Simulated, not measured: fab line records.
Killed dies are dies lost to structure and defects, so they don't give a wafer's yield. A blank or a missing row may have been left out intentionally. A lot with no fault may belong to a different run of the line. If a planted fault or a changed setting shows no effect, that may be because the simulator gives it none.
Which tool was responsible?	flow sky130	12 lots, 36 wafers sampled, at 5 steps of a route of 708

## WHAT THE GAUGES SHOWED, per wafer
SKY_VT_ADJUST_HVTP_OVL_MEAS_08.
lot	measured	on	VT_ADJUST_HVTP_OVL (nm)
L633	day 6 08:58	overlay-02	3.1 1.8 1.3
L637	day 7 10:17	overlay-02	-2.1 -1.0 -1.8
L639	day 8 02:40	overlay-02	1.6 2.1 1.1
L640	day 8 05:24	overlay-01	-0.9 0.9 -0.6
L643	day 9 00:28	overlay-01	-0.7 0.5 -2.7
L647	day 9 23:22	overlay-01	-0.3 0.0 0.4
L648	day 10 04:11	overlay-01	-0.9 -1.0 -0.4
L649	day 10 10:49	overlay-02	0.7 0.5 -0.2
L651	day 11 03:43	overlay-02	-3.1 -0.1 -0.6
L652	day 11 07:46	overlay-01	-0.6 0.0 1.5
L653	day 11 16:22	overlay-02	-1.6 -0.5 0.6
L655	day 12 06:27	overlay-01	-1.1 -2.3 -0.9

SKY_SONOS_ONO_THK_MEAS_01.
lot	measured	on	SONOS_ONO_OXIDATION_THK (nm)
L633	day 11 20:05	filmMetro-02	2.55 2.48 2.54
L637	day 13 05:16	filmMetro-04	2.56 2.52 2.65
L639	day 14 03:14	filmMetro-04	2.63 2.62 2.55
L640	day 14 10:14	filmMetro-03	2.67 2.69 2.72
L643	day 15 04:14	filmMetro-03	2.66 2.66 2.66
L647	day 16 09:06	filmMetro-04	2.56 2.56 2.67
L648	day 16 17:13	filmMetro-02	2.66 2.63 2.58
L649	day 17 00:49	filmMetro-03	2.63 2.58 2.58
L651	day 17 22:37	filmMetro-04	2.65 2.60 2.66
L652	day 18 02:14	filmMetro-02	2.68 2.71 2.74
L653	day 18 13:32	filmMetro-04	2.57 2.56 2.62
L655	day 19 06:41	filmMetro-04	2.60 2.63 2.61

SKY_GATE_OXIDE_TW_MEAS_14.
lot	measured	on	GATE_OXIDE_TW
L633	day 14 03:26	filmMetro-03	221.0 221.7 218.9
L637	day 15 17:42	filmMetro-03	355.2 355.8 359.0
L639	day 16 14:31	filmMetro-04	361.6 357.9 358.6
L640	day 16 22:29	filmMetro-01	366.4 363.6 364.4
L643	day 17 21:05	filmMetro-01	222.4 222.7 222.8
L647	day 19 03:05	filmMetro-03	218.9 218.6 219.0
L648	day 19 11:35	filmMetro-01	225.1 224.8 225.1
L649	day 19 17:38	filmMetro-01	225.1 224.0 223.3
L651	day 20 18:32	filmMetro-04	220.7 221.1 221.1
L652	day 20 21:53	filmMetro-04	220.1 220.1 220.7
L653	day 21 11:41	filmMetro-03	220.6 219.8 219.5
L655	day 22 01:02	filmMetro-01	223.8 225.2 223.8

## WHAT TOOL EACH LOT RAN ON (gives the tool, then ch and the chambers of the sampled wafers, and finally the start)
lot	SKY_FIELD_ISO_ETCH_17	SKY_GATE_OXIDE_IMPLANT_11
L633	rieSi-02 ch 2,3, day 2 10:27	implanter-02 ch 0, day 14 03:07
L637	rieSi-02 ch 0,2, day 3 09:10	implanter-02 ch 0, day 15 17:23
L639	rieSi-01 ch 0,1,3, day 3 20:25	implanter-02 ch 0, day 16 14:11
L640	rieSi-02 ch 0,1,3, day 3 23:48	implanter-02 ch 0, day 16 22:08
L643	rieSi-01 ch 0,1,3, day 4 14:52	implanter-03 ch 0, day 17 20:46
L647	rieSi-01 ch 0,2,3, day 5 11:28	implanter-02 ch 0, day 19 02:44
L648	rieSi-02 ch 0,1,2, day 5 15:15	implanter-02 ch 0, day 19 11:16
L649	rieSi-02 ch 1,2,3, day 5 20:19	implanter-01 ch 0, day 19 17:17
L651	rieSi-01 ch 0,2,3, day 6 08:52	implanter-02 ch 0, day 20 18:11
L652	rieSi-01 ch 0,1, day 6 14:00	implanter-02 ch 0, day 20 21:34
L653	rieSi-02 ch 2,3, day 6 19:12	implanter-02 ch 0, day 21 11:20
L655	rieSi-02 ch 1,2, day 7 06:28	implanter-02 ch 0, day 22 00:41
- SKY_FIELD_ISO_ETCH_17: etches Si in HBr/Cl2/O2, target depth 342 nm, time 97.7 s.
- SKY_GATE_OXIDE_IMPLANT_11

## WHAT THE TOOLS THEMSELVES READ (means of the sampled wafers that have a number; where no wafer has one, the mark that the record gives instead)
SKY_FIELD_ISO_ETCH_17.
lot	tool	drypumpMotorCurrentA (A)	oesProductAu (a.u.)	rfFwdPowerW (W)	throttleValvePct (%)
L633	rieSi-02	5.4	0.991	598.5	25.659
L637	rieSi-02	5.9	0.993	597.9	25.661
L639	rieSi-01	6.0	1.001	596.9	25.654
L640	rieSi-02	5.3	0.996	597.2	25.662
L643	rieSi-01	6.0	0.999	597.0	25.654
L647	rieSi-01	5.8	0.999	595.3	25.662
L648	rieSi-02	5.6	0.993	595.4	25.666
L649	rieSi-02	5.4	0.985	593.5	25.664
L651	rieSi-01	5.9	0.994	596.8	25.660
L652	rieSi-01	6.0	1.006	595.4	25.645
L653	rieSi-02	5.4	0.986	597.1	25.652
L655	rieSi-02	5.7	0.982	595.7	25.677

SKY_GATE_OXIDE_IMPLANT_11.
lot	tool	doseIonsCm2	faradayCurrentUA
L633	implanter-02	2.5979e+12	14.71
L637	implanter-02	1.3257e+13	74.76
L639	implanter-02	1.3259e+13	75.39
L640	implanter-02	1.3258e+13	75.58
L643	implanter-03	2.5985e+12	14.55
L647	implanter-02	2.6013e+12	14.65
L648	implanter-02	2.6014e+12	14.90
L649	implanter-01	2.6010e+12	14.62
L651	implanter-02	2.5943e+12	14.77
L652	implanter-02	2.6003e+12	14.49
L653	implanter-02	2.5988e+12	14.56
L655	implanter-02	2.5982e+12	15.03

## THE ANSWER, worked out from the rows above alone
Rule: the usual values come from the lots themselves. Put in order of their means at a reading, lots are off if they are a third of the lots or fewer, leave a main group of 4 or more, and stand apart from it by a gap of 3 or more times the standard deviation of the main group's means; of several such gaps the widest counts. A main group is skipped when, at the precision printed for the reading in the tables above, its means are all equal. Also off: a lot with no number at a reading for which 4 or more lots have one. Any other lot the step has rows for is counted as sound. After the gauges, taken in route order, come the tools' own readings; for these a lot's mean is taken, as printed above. At the first step where some lot is off, the reading lying furthest off is the one used; lots without a number count as furthest.
Off: L637, L639, L640, seen at SKY_GATE_OXIDE_TW_MEAS_14 (GATE_OXIDE_TW). For the main group the mean is 221.8 and the standard deviation 2.1.
If a tool, at a process step before that reading, ran all the lots that are off and no sound lot after the first of them, it fits. Not tried: the gauges at SKY_GATE_OXIDE_TW_MEAS_14; whatever is off there is also off at SKY_GATE_OXIDE_IMPLANT_11, on other tools, and gauge error can't account for it. Not one of the candidates tried fits.

## WHAT HAD BEEN PUT IN BY THE SIMULATOR
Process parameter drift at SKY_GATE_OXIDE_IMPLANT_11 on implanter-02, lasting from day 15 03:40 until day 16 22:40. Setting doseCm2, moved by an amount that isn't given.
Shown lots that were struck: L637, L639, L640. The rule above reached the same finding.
